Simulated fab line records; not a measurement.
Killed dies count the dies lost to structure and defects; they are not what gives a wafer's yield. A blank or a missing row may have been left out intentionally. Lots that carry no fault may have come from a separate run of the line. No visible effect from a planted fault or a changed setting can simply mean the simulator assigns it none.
Struck lot and sound lot, side by side ; flow sfqLine ; 42 steps out of a route of 325
Sound: the wafers L547.1, L547.3, L547.5. Struck: wafer L540.2 (left out: L540.1, L540.6 of the same lot, which were not struck); the cause appears at the end.
Order at every step that has rows: each side's tool, ch and its chambers, its first start. Under that, the readings that differ: sound wafers ; struck wafers ; difference of the means ; sigmas: that difference in standard deviations of wafers without a fault.
alike: readings with means less than 2 such deviations apart, plus words and numbers identical on both sides. not compared: withheld readings, readings lacking a value on some wafer, bounds such as >300 that could conceal the same value, and numbers that have no deviation in the record and whose values overlap.
The two part at a step that has a row with sigmas, a row that says differs or no value, or rows on one side only. Numbers that don't overlap but have no deviation are shown without sigmas and don't part them. A reading missing from all wafers of one side parts the sides only when that side holds two or more wafers.

first, 6 steps without rows for these wafers: SFQ_TRILAYER_M1_LITHO_COAT_044 (resist thk 62 nm); SFQ_TRILAYER_M1_LITHO_COAT_039 (resist thk 600 nm); SFQ_TRILAYER_M1_LITHO_SOFTBAKE_043; SFQ_TRILAYER_M1_LITHO_EXPOSE_040 (exposes mask M1, target cd 500 nm); SFQ_TRILAYER_M1_LITHO_PEB_042 (peb time 60 s); SFQ_TRILAYER_M1_LITHO_DEVELOP_041 (time 60 s).
SFQ_M1_OVL_MEAS_911:
  sound: overlay-01 at day 30 02:10; struck: overlay-02 at day 26 23:59
  alike: M1_OVL
then, 2 steps without rows for these wafers: SFQ_TRILAYER_M1_BARC_OPEN_METAL_ETCH_054 (etches BARC in O2, target depth 125 nm, time 41.7 s); SFQ_TRILAYER_M1_ETCH_METAL_ETCH_042 (etches Nb in Cl2/Ar, stops on SiO2, target depth 240 nm, time 120 s).
SFQ_TRILAYER_M1_STRIP_STRIP_043: strips in O2.
  sound on rieMetal-02 ch 0,1, day 30 02:23; struck on rieMetal-01 ch 0, day 27 00:12
reading;sound;struck;difference;sigmas
oesProductAu (a.u.);1.012 1.004 0.999;0.990;-0.015;-2
  alike: drypumpMotorCurrentA
  not compared: rfHoursCounterH
then, 2 steps without rows for these wafers: SFQ_TRILAYER_M1_STRIP_SOLV_CLEAN_044 (cleans in NMP, time 600 s); SFQ_TRILAYER_I1_DEP_PECVD_045 (deposits SiO2 from SiH4/N2O, time 111.11 s, target thk 500 nm).
SFQ_TRILAYER_I1_CMP_CMP_046: polishes SiO2.
  sound on cmp-01 ch 0,1,3, day 30 10:55; struck on cmp-01 ch 0, day 27 01:03
reading;sound;struck;difference;sigmas
timeToEndpointS (s);212 211 228;255;+38;+5
model.SiO2_of_TRILAYER_I1_DEP_PECVD_045.thkNm (nm);202.4 201.9 203;148.1;-54.3;
  alike: motorCurrentA, platenRpm
SFQ_I1_BOW_MEAS_912:
  sound: filmMetro-04 at day 30 13:55; struck: filmMetro-02 at day 27 04:03
reading;sound;struck;difference;sigmas
I1_BOW (um);8 6 14;-7;-16;-2
SFQ_TRILAYER_I1_METRO_MEASURE_047:
  sound: filmMetro-04 at day 30 14:02; struck: filmMetro-02 at day 27 04:10
reading;sound;struck;difference;sigmas
thkNm (nm);202.6 202.0 203.1;148.2;-54.4;-45
then, 6 steps without rows for these wafers: SFQ_TRILAYER_I1_VIA_LITHO_COAT_054 (resist thk 62 nm); SFQ_TRILAYER_I1_VIA_LITHO_COAT_049 (resist thk 650 nm); SFQ_TRILAYER_I1_VIA_LITHO_SOFTBAKE_053; SFQ_TRILAYER_I1_VIA_LITHO_EXPOSE_050 (exposes mask I1, target cd 500 nm); SFQ_TRILAYER_I1_VIA_LITHO_PEB_052 (peb time 60 s); SFQ_TRILAYER_I1_VIA_LITHO_DEVELOP_051 (time 60 s).
-- the record jumps here: 5 days lie between the struck wafers' starts before and after --
SFQ_I1_OVL_MEAS_913:
  sound: overlay-01 at day 35 08:20; struck: overlay-02 at day 32 15:25
  alike: I1_OVL
then, 1 step without rows for these wafers: SFQ_TRILAYER_I1_VIA_BARC_OPEN_VIA_ETCH_071 (etches BARC in O2, target depth 125 nm, time 41.7 s).
SFQ_TRILAYER_I1_VIA_ETCH_VIA_ETCH_052: etches SiO2 in CHF3, stops on Nb, target depth 260 nm.
  sound on rieDiel-03 ch 0,2, day 35 08:25; struck on rieDiel-04 ch 1, day 32 15:29
reading;sound;struck;difference;sigmas
drypumpMotorCurrentA (A);4.7 5.6 5.6;6.2;+0.9;+2
oesProductAu (a.u.);0.867 0.865 0.860;0.740;-0.124;-23
model.etch.depthNm (nm);202.4 201.9 203;148.1;-54.3;
model.I1.featureDepthNm (nm);202.4 201.9 203;148.1;-54.3;
SFQ_TRILAYER_I1_VIA_STRIP_STRIP_053: strips in O2.
  sound on rieMetal-03 ch 0,1, day 35 08:31; struck on rieMetal-01 ch 1, day 32 15:36
  alike: drypumpMotorCurrentA, oesProductAu
  not compared: rfHoursCounterH
then, 1 step without rows for these wafers: SFQ_TRILAYER_I1_VIA_STRIP_SOLV_CLEAN_054 (cleans in NMP, time 600 s).
SFQ_TRILAYER_M2_DEP_PRE_CLEAN_056: time 22.5 s.
  sound: pvdSputter-03 at day 35 09:18; struck: pvdSputter-04 at day 32 16:22
reading;sound;struck;difference;sigmas
model.SiO2_of_TRILAYER_I1_DEP_PECVD_045.thkNm (nm);194.9 194.4 195.5;140.6;-54.3;
SFQ_TRILAYER_M2_DEP_SPUTTER_055: material Nb, target thk 200 nm, time 133.3 s.
  sound: pvdSputter-03 at day 35 09:20; struck: pvdSputter-04 at day 32 16:24
  alike: throttleValvePct
SFQ_M2_RS_MEAS_914: uses a four-point probe to measure.
  sound: filmMetro-01 at day 35 09:25; struck: filmMetro-04 at day 32 16:29
reading;sound;struck;difference;sigmas
M2_NB_RS (ohm/sq);0.884 0.891 0.884;0.903;+0.017;+2
then, 6 steps without rows for these wafers: SFQ_TRILAYER_M2_LITHO_COAT_062 (resist thk 62 nm); SFQ_TRILAYER_M2_LITHO_COAT_057 (resist thk 600 nm); SFQ_TRILAYER_M2_LITHO_SOFTBAKE_061; SFQ_TRILAYER_M2_LITHO_EXPOSE_058 (exposes mask M2, target cd 500 nm); SFQ_TRILAYER_M2_LITHO_PEB_060 (peb time 60 s); SFQ_TRILAYER_M2_LITHO_DEVELOP_059 (time 60 s).
-- the record jumps here: 5 days lie between the struck wafers' starts before and after --
SFQ_M2_OVL_MEAS_916:
  sound: overlay-01 at day 41 15:05; struck: overlay-01 at day 38 04:26
  alike: M2_OVL
SFQ_TRILAYER_M2_BARC_OPEN_METAL_ETCH_077: etches BARC in O2, target depth 125 nm, time 41.7 s.
  sound on rieMetal-03 ch 0,1, day 41 15:07; struck on rieMetal-04 ch 0, day 38 04:28
  alike: drypumpMotorCurrentA, oesProductAu
  not compared: rfHoursCounterH
then, 3 steps without rows for these wafers: SFQ_TRILAYER_M2_ETCH_METAL_ETCH_060 (etches Nb in Cl2/Ar, stops on SiO2, target depth 240 nm, time 120 s); SFQ_TRILAYER_M2_STRIP_STRIP_061 (strips in O2); SFQ_TRILAYER_M2_STRIP_SOLV_CLEAN_062 (cleans in NMP, time 600 s).
SFQ_TRILAYER_I2_DEP_PECVD_063: deposits SiO2 from SiH4/N2O, time 111.11 s, target thk 500 nm.
  sound on pecvd-03 ch 0,2, day 41 16:05; struck on pecvd-03 ch 0, day 38 05:41
reading;sound;struck;difference;sigmas
throttleValvePct (%);22.5 23.1 22.3;25.5;+2.9;+3
  alike: heaterPowerW, susceptorTempC
  not compared: sinceWetCleanH
-- the record jumps here: 52 days lie between the struck wafers' starts before and after --
SFQ_M8_BOW_MEAS_951:
  sound: filmMetro-01 at day 91 15:07; struck: filmMetro-04 at day 89 21:24
reading;sound;struck;difference;sigmas
model.etest.i1.linkOhm;1.969 1.972 1.965;1.925;-0.044;
  alike: M8_BOW

WHERE THEY PART
Earliest at SFQ_TRILAYER_M1_STRIP_STRIP_043; latest, in this record, at SFQ_TRILAYER_I2_DEP_PECVD_063. Later steps at which nothing parts them and some readings are alike: SFQ_M8_BOW_MEAS_951.

WHY: the cause the simulator had injected
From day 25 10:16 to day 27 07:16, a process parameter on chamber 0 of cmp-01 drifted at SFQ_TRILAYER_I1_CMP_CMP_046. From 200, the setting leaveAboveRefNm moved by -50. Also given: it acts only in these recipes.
